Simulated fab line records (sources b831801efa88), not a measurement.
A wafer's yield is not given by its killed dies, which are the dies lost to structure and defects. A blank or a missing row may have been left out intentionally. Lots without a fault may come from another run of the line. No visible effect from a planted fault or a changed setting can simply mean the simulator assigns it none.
Problem report, 8D (eight disciplines) form, completed by code	flow sfqLine	the parts of the form that need people (team, actions taken, sign-off) are left out

1. WHAT IS WRONG
Wafers without a fault read 79.15 W, standard deviation 0.073; heaterPowerTotalW at SFQ_TRILAYER_M2_LITHO_PEB_060 reads a mean of 85.66 W on 6 wafers belonging to 2 lots. Relative to the usual mean, that is a shift of +89 standard deviations.
The step: peb time 60 s.
Seen first at day 34 09:56 on lithoTrack-04, wafer L595.1. Wafers with a number at this step in the record: 18, from 6 lots. The rule behind "out" and "out of limits": a value lying over 4 standard deviations away from the usual mean. Any other wafer with a number is counted as sound.

2. WHAT IT IS, WHAT IT ISN'T
question	is	is not
which readings at this step	heaterPowerTotalW	-
which lots	L595, L599	L587, L588, L604, L608
which wafers of those lots	all that have a number	-
read on which tools	lithoTrack-04	lithoTrack-02
when	from day 34 09:56	up to then (6 sound wafers); but 6 sound wafers of L604, L608 came after

3. SUSPECTS, AND WHAT RULES EACH OUT
Counting: a tool at any process step up to the reading remains a suspect when it ran all the lots that are out and ran no sound lot after the first of those.
- pvdSputter-06 at SFQ_TRILAYER_M2_DEP_SPUTTER_055 (material Nb, target thk 200 nm, time 133.3 s): ruled out as a lasting fault. After its first lot that is out, L595 (day 27 17:43), sound lots L604, L608 ran on it.
- lithoTrack-04 at SFQ_TRILAYER_M2_LITHO_PEB_060 (peb time 60 s): kept. It ran every lot that is out, first L595 (day 34 09:56), and no sound lot after that. Its own heaterPowerTotalW readings are out on those wafers.
The count leaves lithoTrack-04 at SFQ_TRILAYER_M2_LITHO_PEB_060.

4. THE CAUSE (what the simulator had put in)
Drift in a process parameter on lithoTrack-04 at SFQ_TRILAYER_M2_LITHO_PEB_060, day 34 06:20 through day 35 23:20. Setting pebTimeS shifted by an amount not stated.
The count eliminated every tool but this one.

5. SEQUENCE OF EFFECTS, ordered by route
Rows list readings where the struck wafers' mean (over those with a number) sits beyond 3 standard deviations from the usual. Only readings whose record carries a usual standard deviation are examined. hours: median over the lots of the time between each lot's start at the first step of this table that gives one and its start at this step. sigmas: the change, counted in usual standard deviations.
hours	step	reading	usual	on struck wafers	change	sigmas
0	SFQ_TRILAYER_M2_LITHO_PEB_060	heaterPowerTotalW	79.15 W	85.66	+6.51	+89
Process steps it contains:
- SFQ_TRILAYER_M2_LITHO_PEB_060: peb time 60 s.
Later steps that measure or inspect, where all struck wafers having a row at the step show a number for every such reading and not one has moved that far: SFQ_M2_OVL_MEAS_916.

6. HOW IT WOULD HAVE BEEN CAUGHT EARLIER
4 hours passed between the start of the fault at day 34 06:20 and the first reading out of limits in this record, taken at day 34 09:56.
